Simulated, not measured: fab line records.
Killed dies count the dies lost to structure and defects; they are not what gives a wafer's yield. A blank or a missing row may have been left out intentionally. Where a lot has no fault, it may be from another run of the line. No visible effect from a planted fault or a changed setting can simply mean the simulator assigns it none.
One fault through the eyes of 2 desks + flow sky130 + only its own numbers are on each desk; what lay behind them is given at the end

== TOOL OWNER'S DESK, rie diel-03 ==
The tool's own readings at SKY_CONTACT_ETCH_18 (etches Si3N4 in CHF3/O2, stops on TiN, time 39 s, target depth 75 nm): means of the sampled wafers that have a number, for each lot that ran on this tool. Any lot whose mean is over 4 standard deviations away from the usual mean is out of limits and marked OUT; that distance is given in the brackets.
Columns: A = drypump motor current A at SKY_CONTACT_ETCH_18, usual 5.9 A; B = oes product au at SKY_CONTACT_ETCH_18, usual 0.851 a.u.; C = throttle valve pct at SKY_CONTACT_ETCH_18, usual 8.793 %
| lot  | first seen here | A   | B     | C     |
|------|-----------------|-----|-------|-------|
| L519 | day 33 10:00    | 6.0 | 0.856 | 8.794 |
| L520 | day 34 03:00    | 5.8 | 0.849 | 8.797 |
| L527 | day 36 01:00    | 5.8 | 0.842 | 8.800 |
| L539 | day 39 15:00    | 5.9 | 0.847 | 8.786 |
Finding of this desk: none of the 4 lots has anything out of limits.

== AT THE METROLOGY DESK ==
What the gauges read for every lot (on any tool): the sampled wafers with a number, averaged. Any lot whose mean is over 4 standard deviations away from the usual mean is out of limits and marked OUT; that distance is given in the brackets.
Columns: A = cd nm at SKY_POLY_CUT_CD_MEAS_08, usual 270.1 nm; B = LI_CONTACT_HDPCVD_THK at SKY_LI_CONTACT_THK_MEAS_01, usual 925 nm
| lot  | first seen here | A     | B   |
|------|-----------------|-------|-----|
| L518 | day 25 22:28    | 269.8 | 934 |
| L519 | day 26 01:23    | 270.0 | 924 |
| L517 | day 26 02:55    | 272.5 | 937 |
| L520 | day 26 21:41    | 271.8 | 909 |
| L521 | day 27 01:27    | 271.8 | 929 |
| L527 | day 28 22:40    | 269.8 | 943 |
| L534 | day 30 20:28    | 269.9 | 924 |
| L535 | day 30 23:54    | 271.3 | 912 |
| L537 | day 32 00:40    | 266.0 | 930 |
| L538 | day 32 02:08    | 269.9 | 931 |
| L539 | day 32 17:56    | 269.7 | 930 |
Finding of this desk: none of the 11 lots has anything out of limits.

== BROUGHT TOGETHER ==
The desk of the tool owner found nothing out of limits.
From the metrology desk's view, nothing was out of limits.

== WHAT WAS PUT IN BY THE SIMULATOR ==
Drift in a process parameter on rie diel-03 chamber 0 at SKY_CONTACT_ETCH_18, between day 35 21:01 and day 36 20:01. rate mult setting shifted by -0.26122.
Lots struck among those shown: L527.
